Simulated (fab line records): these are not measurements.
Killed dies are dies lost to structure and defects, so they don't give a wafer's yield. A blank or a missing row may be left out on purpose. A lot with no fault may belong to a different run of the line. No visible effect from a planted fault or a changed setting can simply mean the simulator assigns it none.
fab line records | flow sky130
record: lots: 15 wafers: 43 last_day: 51
route steps=708 shown GATE_OXIDE@193
lots that met no fault: taken from a fault-free run of the same line
start_h: hours from the record's opening day to when the first of the lot's shown wafers began | wait_h: hours elapsed since this lot's preceding step | " the same as in the row above | L1.1+2: one row covering several wafers at once | - value missing, or start not given | * or withheld: withheld | < > ~ a bound
route shown NAME@n: NAME is a module with steps in the file, n the number in the route of the first one | usual: mean/standard deviation of fault-free wafers | same: alike in all rows | chamber/n: place in a boat | sites: the reading at each site | _std_site: their standard deviation | _edge_site: outer sites' mean less inner sites' | radius_mm: how far each site lies from the wafer's centre | mask NAME#n: copy n | behind: the tool/chamber that last shaped the wafer | hold: reason for holding the lot/hours on hold/outcome of the hold | device: the n, p or np transistor that did not switch | end of line: the tests these same wafers got at the end of their route | a step without rows: its recipe alone | killed: the dies lost at the first sort to structure and to defects; this is not the yield of the wafer | map: a wafer's dies, x killed, . not, _ none there
set.NAME: setting as actually run; set.NAME@STEP: the setting as run at that earlier step | model.NAME: the simulator's own value behind a step, which no gauge read
the route's steps for a sample of lots (tables are steps, rows are wafers)
services: when a tool's chamber went out of use (start_h, in hours from the record's first day, below 0 if earlier), for how many hours, and the reason
== steps ==
step: SKY_GATE_OXIDE_SOFTBAKE_06
recipe: temp_c: 90 time_s: 60 resist: NOVOLAK
usual: heater_power_total_W: 56.60/0.046 resist_line_temp_C: 23.00/0.11 run_length_s: 89.17/0.13
columns lot.wafer tool chamber start_h wait_h heater_power_total_W resist_line_temp_C run_length_s
L625.1 litho_track-04 0 307.08 0.1 56.65 22.95 89.38
L625.3 " 0 " " 56.72 22.92 89.25
L625.6 " 0 " " 56.55 22.94 89.20
L626.1 litho_track-04 0 316.33 0.1 56.60 23.17 89.54
L626.4 " 0 " " 56.59 23.28 89.21
L626.5 " 0 " " 56.60 22.96 89.31
L627.3 litho_track-03 0 319.71 0.1 56.61 22.94 88.95
L627.4 " 0 " " 56.58 22.88 89.15
L627.5 " 0 " " 56.57 22.92 89.01
L628.1 litho_track-04 0 329.68 0.1 56.54 22.96 89.47
L628.4 " 0 " " 56.55 23.00 89.10
L628.6 " 0 " " 56.61 23.00 89.45
L629.1 litho_track-04 0 336.68 0.1 56.57 23.04 89.15
L629.5 " 0 " " 56.70 23.03 89.36
L629.6 " 0 " " 56.58 23.00 89.19
L630.4 litho_track-04 0 349.26 0.1 56.64 22.98 89.27
L630.5 " 0 " " 56.59 22.94 89.12
L630.6 " 0 " " 56.58 22.72 89.38
L632.1 litho_track-03 0 364.41 0.1 56.55 23.08 88.95
L632.2 " 0 " " 56.63 23.06 88.98
L632.5 " 0 " " 56.67 23.09 89.14
L633.3 litho_track-03 0 379.11 0.1 56.63 22.74 89.11
L633.4 " 0 " " 56.63 22.86 89.21
L633.6 " 0 " " 56.61 22.77 89.19
L636.3 litho_track-03 0 410.26 0.1 71.92 23.07 57.36
L636.4 " 0 " " 71.96 22.91 57.27
L638.3 litho_track-03 0 427.21 0.1 71.94 22.97 57.35
L638.5 " 0 " " 56.67 23.12 89.11
L639.2 litho_track-03 0 439.79 0.1 56.61 23.03 88.95
L639.3 " 0 " " 71.96 23.04 57.42
L639.4 " 0 " " 71.95 23.24 57.50
L641.2 litho_track-02 0 452.78 0.1 56.57 22.96 89.10
L641.5 " 0 " " 56.56 22.95 89.36
L641.6 " 0 " " 56.58 23.02 89.22
L643.1 litho_track-02 0 462.05 0.1 56.51 22.93 89.41
L643.3 " 0 " " 56.59 23.04 89.13
L643.6 " 0 " " 56.49 23.08 89.21
L644.1 litho_track-04 0 475.78 0.1 56.57 22.87 89.21
L644.2 " 0 " " 56.58 23.01 89.30
L644.6 " 0 " " 56.59 22.90 89.13
L648.2 litho_track-02 0 497.53 0.1 56.57 22.98 89.11
L648.3 " 0 " " 56.59 23.01 89.28
L648.5 " 0 " " 56.59 22.93 89.29
step: SKY_GATE_OXIDE_STRIP_13
recipe: chemistry: O2/N2 power_w: 1400 pressure_mtorr: 1500 platen_temp_c: withheld o2_flow_sccm: 3000 n2_flow_sccm: 300 overash_fraction: 0.5
usual: drypump_motor_current_A: 5.7/0.56 oes_product_au: 0.715/0.0047 strip_time_to_endpoint_s: 14.18/0.038
columns lot.wafer tool chamber start_h wait_h drypump_motor_current_A oes_product_au rf_hours_counter_h strip_time_to_endpoint_s
L625.1 plasma_asher-03 0 322.00 0.0 5.6 0.720 18 14.14
L625.3 " 1 " " 6.2 0.720 - 14.15
L625.6 " 0 " " 5.6 0.706 - 14.16
L626.1 plasma_asher-01 0 331.07 0.0 5.4 0.716 59 14.11
L626.4 " 0 " " 5.4 0.712 - 14.11
L626.5 " 1 " " 6.2 0.713 - 14.13
L627.3 plasma_asher-03 0 334.20 0.0 5.6 0.708 - 14.15
L627.4 " 1 " " 6.2 0.724 - 14.16
L627.5 " 0 " " 5.6 0.716 - 14.14
L628.1 plasma_asher-03 1 344.34 0.0 6.3 0.712 20 14.16
L628.4 " 1 " " 6.3 0.708 - 14.12
L628.6 " 0 " " 5.6 0.718 - 14.11
L629.1 plasma_asher-02 0 352.15 0.0 6.2 0.713 68 14.19
L629.5 " 1 " " 4.8 0.718 - 14.19
L629.6 " 0 " " 6.2 0.714 - 14.17
L630.4 plasma_asher-02 0 364.20 0.0 6.2 0.716 - 14.15
L630.5 " 1 " " 4.8 0.705 - 14.18
L630.6 " 0 " " 6.2 0.717 - 14.19
L632.1 plasma_asher-02 1 380.44 0.0 4.7 0.717 71 14.18
L632.2 " 0 " " 6.2 0.718 71 14.12
L632.5 " 1 " " 4.7 0.714 - 14.12
L633.3 plasma_asher-03 0 394.84 0.0 5.6 0.716 - 14.19
L633.4 " 1 " " 6.2 0.708 - 14.13
L633.6 " 1 " " 6.2 0.717 - 14.17
L636.3 plasma_asher-02 1 424.90 0.0 4.7 0.718 - 14.43
L636.4 " 0 " " 6.2 0.712 - 14.44
L638.3 plasma_asher-01 0 442.30 0.0 5.3 0.709 - 14.41
L638.5 " 0 " " 5.4 0.718 - 14.19
L639.2 plasma_asher-02 0 456.00 0.0 6.2 0.728 78 14.27
L639.3 " 1 " " 4.7 0.713 - 14.45
L639.4 " 0 " " 6.2 0.713 - 14.37
L641.2 plasma_asher-03 0 469.29 0.0 5.6 0.712 33 14.19
L641.5 " 0 " " 5.6 0.708 - 14.15
L641.6 " 1 " " 6.3 0.710 - 14.17
L643.1 plasma_asher-02 0 478.93 0.0 6.2 0.721 80 14.15
L643.3 " 0 " " 6.2 0.715 - 14.17
L643.6 " 0 " " 6.2 0.713 - 14.16
L644.1 plasma_asher-01 0 491.84 0.0 5.4 0.715 6 14.21
L644.2 " 1 " " 6.2 0.715 6 14.23
L644.6 " 1 " " 6.2 0.709 - 14.22
L648.2 plasma_asher-03 0 513.17 0.0 5.6 0.715 37 14.09
L648.3 " 0 " " 5.6 0.716 - 14.16
L648.5 " 1 " " 6.2 0.723 - 14.20
== services ==
columns tool chamber start_h hours kind
plasma_asher-03 - 285.26 1.2 repair
plasma_asher-02 - 354.37 0.5 repair
plasma_asher-02 - 396.97 2.3 repair
plasma_asher-01 - 421.25 9.0 pm
plasma_asher-01 0 421.25 9.0 vent_cycle
plasma_asher-01 1 421.25 9.0 vent_cycle
plasma_asher-01 0 430.25 - clean
plasma_asher-01 1 430.25 - clean
plasma_asher-02 - 438.12 1.5 repair
plasma_asher-02 - 487.03 4.3 pm
== key ==
first_sign: step: SKY_GATE_OXIDE_SOFTBAKE_06 reading: heater_power_total_W direction: up sigmas: 99+ usual: * struck: *
effect: step: SKY_GATE_OXIDE_SOFTBAKE_06 reading: run_length_s direction: down sigmas: 99+ usual: * struck: *
effect: step: SKY_GATE_OXIDE_STRIP_13 reading: strip_time_to_endpoint_s direction: up sigmas: 6.3 usual: * struck: *
met_at SKY_GATE_OXIDE_SOFTBAKE_06
struck_lots L636,L638,L639
struck_wafers L636.3,L636.4,L638.3,L639.3,L639.4
tester_left_out L636,L638,L639
onset_between 379.11 410.26
fault: kind: process_parameter_drift tool: litho_track-03 chamber: - onset_h: 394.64 steps: SKY_GATE_OXIDE_SOFTBAKE_06 channel: time_s offset: * shape: step end_h: 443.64 scope: struck_wafers_only acts_in: * stated: *
tester_left_out: of these lots the tester's yield and bins aren't shown, on N5 and GAA mostly nor the transistor test; their killed dies are dies lost to structure and defects alone, not to doping, threshold or leakage, so they don't give the yield
